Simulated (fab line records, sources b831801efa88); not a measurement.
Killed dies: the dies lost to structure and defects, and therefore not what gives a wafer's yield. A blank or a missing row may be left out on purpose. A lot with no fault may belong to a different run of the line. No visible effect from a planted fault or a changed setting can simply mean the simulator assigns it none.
Matching of chambers :: flow sfq-line :: cmp-01 running SFQ_TRILAYER_I6_CMP_CMP_166: 4 sister chambers
The step polishes SiO2. 4 wafers are shown with their chamber, then 10 later ones without.

## WAFERS, EACH WITH ITS CHAMBER
wafer: L700.5
chamber: 2
motor-current-A (A): 11.6

wafer: L707.2
chamber: 1
motor-current-A (A): 11.1

wafer: L708.4
chamber: 3
motor-current-A (A): 8.6

wafer: L708.5
chamber: 0
motor-current-A (A): 11.4

## WAFERS WHOSE CHAMBER IS MISSING
wafer: L708.6
motor-current-A (A): 8.4

wafer: L709.2
motor-current-A (A): 9.1

wafer: L709.4
motor-current-A (A): 10.9

wafer: L709.5
motor-current-A (A): 10.7

wafer: L710.1
motor-current-A (A): 11.1

wafer: L710.2
motor-current-A (A): 11.6

wafer: L710.3
motor-current-A (A): 8.3

wafer: L711.3
motor-current-A (A): 11.2

wafer: L711.1
motor-current-A (A): 8.7

wafer: L711.6
motor-current-A (A): 11.6

## WHICH CHAMBER EACH WENT THROUGH
wafer: L708.6
from the rows above: 3
in truth: 3

wafer: L709.2
from the rows above: 3
in truth: 3

wafer: L709.4
from the rows above: can't be placed: 1 or 0
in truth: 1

wafer: L709.5
from the rows above: can't be placed: 1 or 0
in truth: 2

wafer: L710.1
from the rows above: can't be placed: 1 or 0
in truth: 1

wafer: L710.2
from the rows above: can't be placed: 2 or 0
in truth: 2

wafer: L710.3
from the rows above: 3
in truth: 3

wafer: L711.3
from the rows above: can't be placed: 1 or 0 or 2
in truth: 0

wafer: L711.1
from the rows above: 3
in truth: 3

wafer: L711.6
from the rows above: can't be placed: 2 or 0
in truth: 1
Correctly placed: 4 of 10. These rows do not allow placing 6 (true chamber among the candidates in 4). 0 placed wrongly.
How it was worked out, from the rows above alone: a wafer's distance from a chamber is the root of the sum, over the readings, of the square of ((its reading less the chamber's mean) divided by the reading's scatter). If the next closest chamber is less than 2 further off than the closest, the wafer can't be placed; otherwise it belongs to the closest. Each chamber's mean is taken over the wafers shown for it. The scatter: with one shown wafer a chamber, the root of the mean of the squares of how far each hidden wafer lies from its nearest shown one.
